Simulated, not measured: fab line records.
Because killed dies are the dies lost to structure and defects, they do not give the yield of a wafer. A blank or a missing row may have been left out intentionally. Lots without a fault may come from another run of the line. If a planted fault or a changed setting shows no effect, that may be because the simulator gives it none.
fab line records	flow sky130
[record] lots = 6	wafers = 18	last-day = 50
route steps=708 shown POLY_CUT@318 SD_P@320 RES_XHIGH@332 SD_N@342
lots with no fault: from the same line, run without faults
start-h: hours from the record's opening day to when the first of the lot's shown wafers began	wait-h: hours elapsed since this lot's preceding step	" identical to the entry in the row above	L1.1+2: one row covering several wafers at once	- either no value or no given start	* or withheld: withheld	< > ~ a bound
route shown NAME@n: names a module that has steps shown in the file, with the first one's number in the route	usual: average and standard deviation across the fault-free wafers	same: alike in all rows	chamber/n: place in a boat	sites: the reading at each site	_std_site: standard deviation of those values	_edge_site: inner sites' mean taken away from outer sites' mean	radius-mm: for every site, how far away it sits from the centre of the wafer	mask NAME#n: copy n	behind: the most recent tool/chamber to have shaped the wafer	hold: reason for holding the lot/hours on hold/outcome of the hold	device: the n, p or np transistor that did not switch	end of line: tests of these same wafers at the route's end	a step with no rows: only its recipe	killed: at the first sort, the dies lost to defects and structure; wafer yield is something else	map: the dies of a wafer, with x for killed, . for not killed, _ for no die there
set.NAME: the setting that was run; set.NAME@STEP: the one run at that earlier step	model.NAME: the simulator's own value behind a step, which no gauge read
certain route steps with their lots: each step a table, each wafer a row
services: a tool's chamber out of use, with start hour (start-h, from the record's first day; less than 0 if before it), hours out, and reason
[[steps]]
[step SKY_POLY_CUT_ETCH_11]
[recipe] target = Si3N4	chemistry = CF4/CH2F2/Ar	stop-on = poly-Si	source-w = 600	bias-w = 150	pressure-mtorr = 40	cf4-flow-sccm = 40	ch2f2-flow-sccm = 20	Ar_flow_sccm = 150	time-s = 42.5	target-depth-a = 600
[usual] bias-w = 149.9/0.41	drypump-motor-current-A = 5.98/0.23	oes-product-au = 0.831/0.0063	rf-fwd-power-W = 594.1/2.5	throttle-valve-pct = 14.994/0.0097
lot.wafer	tool	chamber	start-h	wait-h	bias-w	drypump-motor-current-A	oes-product-au	rf-fwd-power-W	rf-hours-counter-h	throttle-valve-pct
L584.4	rie-diel-01	0	635.67	0.0	149.6	6.14	0.820	595.5	2	14.997
L584.5	"	1	"	"	149.7	6.37	0.827	591.5	-	15.000
L584.6	"	0	"	"	149.5	6.13	0.826	595.3	-	14.986
L585.2	rie-diel-01	3	642.96	0.0	150.3	5.90	0.831	593.9	3	15.003
L585.4	"	0	"	"	150.1	6.13	0.821	598.8	2	15.015
L585.5	"	0	"	"	150.2	6.12	0.847	596.3	-	15.006
L586.1	rie-diel-04	2	651.17	0.0	149.8	6.24	0.834	596.2	15	15.004
L586.3	"	1	"	"	149.7	6.07	0.838	592.3	36	15.003
L586.4	"	0	"	"	149.5	5.54	0.833	596.7	22	14.983
L588.1	rie-diel-03	3	682.16	0.0	150.7	5.94	0.831	591.9	9	14.995
L588.3	"	2	"	"	149.9	6.06	0.824	595.3	2	14.985
L588.6	"	0	"	"	149.6	5.87	0.834	592.1	-	15.003
L594.2	rie-diel-01	0	717.42	0.0	150.3	6.14	0.830	597.2	4	14.995
L594.3	"	2	"	"	149.8	5.67	0.824	595.6	15	14.998
L594.6	"	1	"	"	150.1	6.36	0.826	589.7	-	14.995
L599.3	rie-diel-03	2	746.16	0.0	150.5	6.08	0.838	596.1	3	14.990
L599.4	"	0	"	"	149.8	5.86	0.828	597.8	10	15.001
L599.6	"	2	"	"	150.1	6.09	0.829	595.5	-	14.994
[step SKY_POLY_CUT_STRIP_12]
[recipe] chemistry = O2/N2	power-w = 1400	pressure-mtorr = 1500	platen-temp-c = withheld	o2-flow-sccm = 3000	n2-flow-sccm = 300	overash-fraction = 0.5
[usual] chamber-pressure-mTorr = 1500.0/1.3	drypump-motor-current-A = 5.91/0.25	n2-flow-sccm = 299.9/0.88	o2-flow-sccm = 3001/8.2	oes-product-au = 0.451/0.0043	strip-time-to-endpoint-s = 5.349/0.018
[same] overash-fraction = 0.5
lot.wafer	tool	chamber	start-h	wait-h	chamber-pressure-mTorr	drypump-motor-current-A	n2-flow-sccm	o2-flow-sccm	oes-product-au	rf-hours-counter-h	strip-time-to-endpoint-s
L584.4	plasma-asher-04	0	635.74	0.1	1503.0	5.97	298.9	3009	0.457	-	5.365
L584.5	"	0	"	"	1501.9	6.01	299.7	3009	0.453	-	5.363
L584.6	"	1	"	"	1500.5	5.56	299.8	2997	0.448	-	5.333
L585.2	plasma-asher-03	1	643.00	0.0	1499.9	6.30	299.5	2995	0.453	84	5.349
L585.4	"	1	"	"	1500.7	6.27	300.9	3008	0.446	-	5.352
L585.5	"	1	"	"	1499.3	6.28	299.4	3000	0.449	-	5.350
L586.1	plasma-asher-03	0	651.21	0.0	1502.6	6.19	300.3	3009	0.441	85	5.324
L586.3	"	0	"	"	1498.4	6.17	299.0	2999	0.450	-	5.326
L586.4	"	1	"	"	1497.8	6.29	299.0	3004	0.454	-	5.352
L588.1	plasma-asher-04	1	682.20	0.0	1500.0	5.54	301.6	2987	0.446	93	5.372
L588.3	"	1	"	"	1500.7	5.56	301.7	2993	0.457	-	5.345
L588.6	"	1	"	"	1500.0	5.54	301.7	2992	0.447	-	5.379
L594.2	plasma-asher-04	0	717.46	0.0	1501.2	5.98	300.5	3000	0.453	96	5.351
L594.3	"	1	"	"	1500.0	5.55	298.9	3012	0.443	-	5.332
L594.6	"	0	"	"	1501.2	5.95	300.8	2989	0.449	-	5.373
L599.3	plasma-asher-03	1	746.23	0.1	1498.5	6.30	300.0	2999	0.450	-	5.353
L599.4	"	0	"	"	1500.4	6.15	300.2	2998	0.453	-	5.361
L599.6	"	1	"	"	1501.6	6.27	299.9	3023	0.448	-	5.354
[step SKY_SD_P_DEHYDRATE_00]
[recipe] temp-c = 200	time-s = 60
[step SKY_SD_P_HMDS_01]
[recipe] prime-time-s = 60	prime-temp-c = 120
[step SKY_SD_P_COAT_02]
[recipe] resist = NOVOLAK	spin-rpm = 3000	resist-thk-nm = 1140
[step SKY_SD_P_SOFTBAKE_03]
[recipe] temp-c = 90	time-s = 60	resist = NOVOLAK
[step SKY_SD_P_EXPOSE_04]
[recipe] mask-id = PSDM	na = 0.6	source-shape = conventional	sigma-outer = 0.6	polarization = unpolarized	target-cd-nm = 380	dose-mj = 138
[step SKY_SD_P_PEB_05]
[recipe] temp-c = withheld	time-s = *	resist = NOVOLAK
[step SKY_SD_P_DEVELOP_06]
[recipe] resist = NOVOLAK	developer = TMAH	develop-time-s = 60	dev-temp-c = 23
[step SKY_SD_P_CD_MEAS_07]
[recipe] target-cd-nm = 380
[usual] cd-nm = 379.6/2.8
lot.wafer	tool	chamber	start-h	wait-h	cd-nm
L584.4	cd-sem-02	-	664.52	0.1	376.4
L584.5	"	-	"	"	374.9
L584.6	"	-	"	"	376.3
L585.2	cd-sem-02	-	671.42	0.1	381.9
L585.4	"	-	"	"	381.8
L585.5	"	-	"	"	381.3
L586.1	cd-sem-01	-	678.43	0.1	378.4
L586.3	"	-	"	"	381.5
L586.4	"	-	"	"	379.3
L588.1	cd-sem-01	-	709.77	0.1	388.2
L588.3	"	-	"	"	387.5
L588.6	"	-	"	"	390.9
L594.2	cd-sem-02	-	745.63	0.1	378.9
L594.3	"	-	"	"	378.5
L594.6	"	-	"	"	378.6
L599.3	cd-sem-01	-	773.94	0.1	380.7
L599.4	"	-	"	"	381.7
L599.6	"	-	"	"	378.8
[step SKY_SD_P_OVL_MEAS_08]
[usual] SD_P_OVL = -0.4/1.3
lot.wafer	tool	chamber	start-h	wait-h	SD_P_OVL[nm]
L584.4	overlay-02	-	664.60	0.1	-1.3
L584.5	"	-	"	"	-0.9
L584.6	"	-	"	"	-0.4
L585.2	overlay-02	-	671.53	0.1	2.2
L585.4	"	-	"	"	-0.2
L585.5	"	-	"	"	0.0
L586.1	overlay-02	-	678.55	0.1	0.0
L586.3	"	-	"	"	0.4
L586.4	"	-	"	"	0.4
L588.1	overlay-01	-	709.89	0.1	-0.3
L588.3	"	-	"	"	-0.5
L588.6	"	-	"	"	-2.0
L594.2	overlay-01	-	745.73	0.1	0.1
L594.3	"	-	"	"	-0.8
L594.6	"	-	"	"	0.6
L599.3	overlay-01	-	774.03	0.1	-0.8
L599.4	"	-	"	"	-0.2
L599.6	"	-	"	"	-1.2
[step SKY_SD_P_IMPLANT_09]
[recipe] species = BF2	energy-kev = 20	dose-cm2 = 3e+15	tilt-deg = 0
[step SKY_SD_P_STRIP_10]
[recipe] chemistry = O2/N2	power-w = 1400	pressure-mtorr = 1500	platen-temp-c = withheld	o2-flow-sccm = 3000	n2-flow-sccm = 300	overash-fraction = 0.5
[usual] chamber-pressure-mTorr = 1500.0/1.4	drypump-motor-current-A = 5.7/0.49	n2-flow-sccm = 300.0/0.92	o2-flow-sccm = 2999/9.5	oes-product-au = 0.618/0.0043	overash-fraction = 0.5/0	strip-time-to-endpoint-s = 17.49/0.037
lot.wafer	tool	chamber	start-h	wait-h	chamber-pressure-mTorr	drypump-motor-current-A	n2-flow-sccm	o2-flow-sccm	oes-product-au	overash-fraction	rf-hours-counter-h	strip-time-to-endpoint-s	model.NOVOLAK_of_SD_P_COAT_02.thk-nm
L584.4	plasma-asher-04	0	664.80	0.1	1500.7	6.0	299.5	2989	0.624	0.5	-	17.46	0
L584.5	"	1	"	"	1501.0	5.6	301.5	3006	0.614	0.5	-	17.43	0
L584.6	"	0	"	"	1500.4	6.0	301.0	3001	0.621	0.5	-	17.48	0
L585.2	plasma-asher-03	1	671.71	0.1	-	-	-	-	-	-	-	-	1139
L585.4	"	1	"	"	-	-	-	-	-	-	-	-	1139
L585.5	"	0	"	"	-	-	-	-	-	-	-	-	1141
L586.1	plasma-asher-01	0	678.74	0.1	-	-	-	-	-	-	-	-	1138
L586.3	"	1	"	"	-	-	-	-	-	-	-	-	1139
L586.4	"	0	"	"	-	-	-	-	-	-	-	-	1137
L588.1	plasma-asher-01	0	710.08	0.1	1499.1	4.9	300.2	2993	0.611	0.5	59	17.45	0
L588.3	"	1	"	"	1501.3	5.4	299.6	3000	0.620	0.5	-	17.40	0
L588.6	"	0	"	"	1500.7	4.9	299.5	2999	0.623	0.5	-	17.42	0
L594.2	plasma-asher-03	1	745.91	0.1	1500.3	6.3	300.9	2987	0.621	0.5	95	17.50	0
L594.3	"	0	"	"	1497.9	6.2	299.4	2996	0.617	0.5	-	17.49	0
L594.6	"	1	"	"	1500.4	6.3	299.5	2997	0.625	0.5	-	17.53	0
L599.3	plasma-asher-03	1	774.24	0.1	1502.4	6.3	300.6	3001	0.613	0.5	-	17.53	0
L599.4	"	0	"	"	1500.1	6.1	300.5	3022	0.626	0.5	-	17.52	0
L599.6	"	1	"	"	1498.7	6.3	299.2	3011	0.619	0.5	-	17.53	0
[step SKY_SD_P_TW_MEAS_11]
[usual] SD_P_TW = 2852/25
lot.wafer	tool	chamber	start-h	wait-h	SD_P_TW
L584.4	film-metro-02	-	664.89	0.1	2856
L584.5	"	-	"	"	2857
L584.6	"	-	"	"	2864
L585.2	film-metro-03	-	671.82	0.1	2854
L585.4	"	-	"	"	2823
L585.5	"	-	"	"	2814
L586.1	film-metro-01	-	678.84	0.1	2882
L586.3	"	-	"	"	2866
L586.4	"	-	"	"	2875
L588.1	film-metro-01	-	710.18	0.1	2888
L588.3	"	-	"	"	2895
L588.6	"	-	"	"	2896
L594.2	film-metro-03	-	746.02	0.1	2815
L594.3	"	-	"	"	2823
L594.6	"	-	"	"	2816
L599.3	film-metro-02	-	774.33	0.1	2843
L599.4	"	-	"	"	2846
L599.6	"	-	"	"	2846
[step SKY_RES_XHIGH_DEHYDRATE_00]
[recipe] temp-c = 200	time-s = 60
[step SKY_RES_XHIGH_HMDS_01]
[recipe] prime-time-s = 60	prime-temp-c = 120
[step SKY_RES_XHIGH_COAT_02]
[recipe] resist = NOVOLAK	spin-rpm = 3000	resist-thk-nm = 1140
[step SKY_RES_XHIGH_SOFTBAKE_03]
[recipe] temp-c = 90	time-s = 60	resist = NOVOLAK
[step SKY_RES_XHIGH_EXPOSE_04]
[recipe] mask-id = URPM	na = 0.6	source-shape = conventional	sigma-outer = 0.6	polarization = unpolarized	target-cd-nm = 1270	dose-mj = 140
[step SKY_RES_XHIGH_PEB_05]
[recipe] temp-c = withheld	time-s = *	resist = NOVOLAK
[step SKY_RES_XHIGH_DEVELOP_06]
[recipe] resist = NOVOLAK	developer = TMAH	develop-time-s = 60	dev-temp-c = 22.48
[step SKY_RES_XHIGH_IMPLANT_07]
[recipe] species = BF2	energy-kev = 20	dose-cm2 = 3.6e+14	tilt-deg = 0
[step SKY_RES_XHIGH_STRIP_08]
[recipe] chemistry = O2/N2	power-w = 1400	pressure-mtorr = 1500	platen-temp-c = withheld	o2-flow-sccm = 3000	n2-flow-sccm = 300	overash-fraction = 0.5
[usual] chamber-pressure-mTorr = 1500.1/1.6	drypump-motor-current-A = 5.6/0.45	n2-flow-sccm = 299.9/0.83	o2-flow-sccm = 3000/9.6	oes-product-au = 0.711/0.0042	strip-time-to-endpoint-s = 14.29/0.041
[same] overash-fraction = 0.5
lot.wafer	tool	chamber	start-h	wait-h	chamber-pressure-mTorr	drypump-motor-current-A	n2-flow-sccm	o2-flow-sccm	oes-product-au	rf-hours-counter-h	strip-time-to-endpoint-s
L584.4	plasma-asher-03	1	692.60	0.1	1500.3	6.3	300.4	2980	0.707	-	14.29
L584.5	"	1	"	"	1499.7	6.3	300.5	2990	0.707	-	14.26
L584.6	"	0	"	"	1501.6	6.2	300.8	3010	0.717	-	14.29
L585.2	plasma-asher-03	0	699.25	0.1	1498.1	6.2	300.0	2987	0.719	89	31.34
L585.4	"	0	"	"	1500.7	6.1	298.7	2992	0.714	-	31.34
L585.5	"	1	"	"	1496.6	6.3	300.3	2996	0.713	-	31.32
L586.1	plasma-asher-02	1	706.50	0.1	1499.6	5.8	300.7	2997	0.721	26	31.30
L586.3	"	1	"	"	1500.0	5.8	300.9	2991	0.721	-	31.30
L586.4	"	0	"	"	1501.3	5.8	299.2	2993	0.716	-	31.27
L588.1	plasma-asher-02	1	738.36	0.1	1500.6	5.8	299.5	2989	0.707	29	14.26
L588.3	"	1	"	"	1501.7	5.7	298.7	2991	0.710	-	14.31
L588.6	"	1	"	"	1499.9	5.8	298.5	3005	0.710	-	14.31
L594.2	plasma-asher-01	1	773.72	0.1	1504.6	5.4	299.8	2983	0.713	66	14.33
L594.3	"	0	"	"	1503.1	4.9	300.3	2995	0.713	-	14.36
L594.6	"	1	"	"	1499.9	5.4	299.3	2984	0.718	-	14.35
L599.3	plasma-asher-01	1	801.43	0.1	1498.5	5.4	300.1	3004	0.713	-	14.33
L599.4	"	0	"	"	1503.9	5.0	298.2	3007	0.713	-	14.31
L599.6	"	0	"	"	1497.4	4.9	299.6	2998	0.710	-	14.31
[step SKY_RES_XHIGH_TW_MEAS_09]
[usual] RES_XHIGH_TW = 1655/19
lot.wafer	tool	chamber	start-h	wait-h	RES_XHIGH_TW
L584.4	film-metro-03	-	692.70	0.1	1635
L584.5	"	-	"	"	1631
L584.6	"	-	"	"	1625
L585.2	film-metro-01	-	699.36	0.1	31
L585.4	"	-	"	"	31
L585.5	"	-	"	"	31
L586.1	film-metro-01	-	706.60	0.1	31
L586.3	"	-	"	"	31
L586.4	"	-	"	"	31
L588.1	film-metro-03	-	738.46	0.1	1634
L588.3	"	-	"	"	1636
L588.6	"	-	"	"	1630
L594.2	film-metro-02	-	773.83	0.1	1657
L594.3	"	-	"	"	1660
L594.6	"	-	"	"	1653
L599.3	film-metro-03	-	801.52	0.1	1628
L599.4	"	-	"	"	1635
L599.6	"	-	"	"	1634
[step SKY_SD_N_DEHYDRATE_00]
[recipe] temp-c = 200	time-s = 60
[[services]]
tool	chamber	start-h	hours	kind
rie-diel-04	-	625.33	0.1	repair
rie-diel-03	1	632.79	7.3	repair
rie-diel-01	0	647.47	5.7	repair
rie-diel-01	-	649.18	14.6	pm
plasma-asher-01	-	663.86	1.5	repair
rie-diel-04	3	674.69	4.8	repair
rie-diel-01	1	677.45	1.8	repair
rie-diel-01	3	680.36	6.8	repair
rie-diel-03	1	685.36	4.6	repair
plasma-asher-04	-	731.40	12.5	pm
rie-diel-01	1	733.10	-	clean
rie-diel-01	1	733.10	13.8	scheduled-down
rie-diel-01	1	733.10	13.8	vent-cycle
plasma-asher-04	-	743.87	9.0	pm
plasma-asher-04	0	743.87	9.0	vent-cycle
plasma-asher-04	1	743.87	9.0	vent-cycle
rie-diel-03	2	748.33	9.4	repair
plasma-asher-04	0	752.87	-	clean
plasma-asher-04	1	752.87	-	clean
rie-diel-03	1	757.19	3.6	repair
rie-diel-01	1	760.43	2.5	repair
rie-diel-03	-	787.91	1.1	repair
rie-diel-04	1	798.41	-	clean
rie-diel-04	1	798.41	12.6	scheduled-down
[[key]]
[first-sign] step = SKY_SD_P_STRIP_10	reading = tool-record	direction = missing
[effect] step = SKY_RES_XHIGH_STRIP_08	reading = strip-time-to-endpoint-s	direction = up	sigmas = 99+	usual = *	struck = *
[effect] step = SKY_RES_XHIGH_TW_MEAS_09	reading = RES_XHIGH_TW	direction = down	sigmas = 84	usual = 1655	struck = 31
[model-effect] step = SKY_SD_P_STRIP_10	value = NOVOLAK_of_SD_P_COAT_02.thk-nm	without = 0	struck = 1139
[model-effect] step = SKY_PAD_OPEN_PROBE_99	value = etest.res-xhigh-po.open	without = 0	struck = 1
met-at SKY_SD_P_STRIP_10
struck-wafers L585.2,L585.4,L585.5,L586.1,L586.3,L586.4
sort-left-out L585.2,L585.4,L585.5,L586.1,L586.3,L586.4
tester-left-out L585,L586
[fault] kind = skipped-step-whole	tool = plasma-asher-01,plasma-asher-03	chamber = -	onset-h = 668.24	steps = SKY_SD_P_STRIP_10	scope = struck-lots-only
// tester-left-out: of these lots the tester's yield and bins aren't shown, on N5 and GAA mostly nor the transistor test; their killed dies are dies lost to structure and defects alone, not to doping, threshold or leakage, so they don't give the yield
// sort-left-out: the simulated sort isn't trusted on such a fault, so these wafers' sort isn't shown, and their yield isn't known
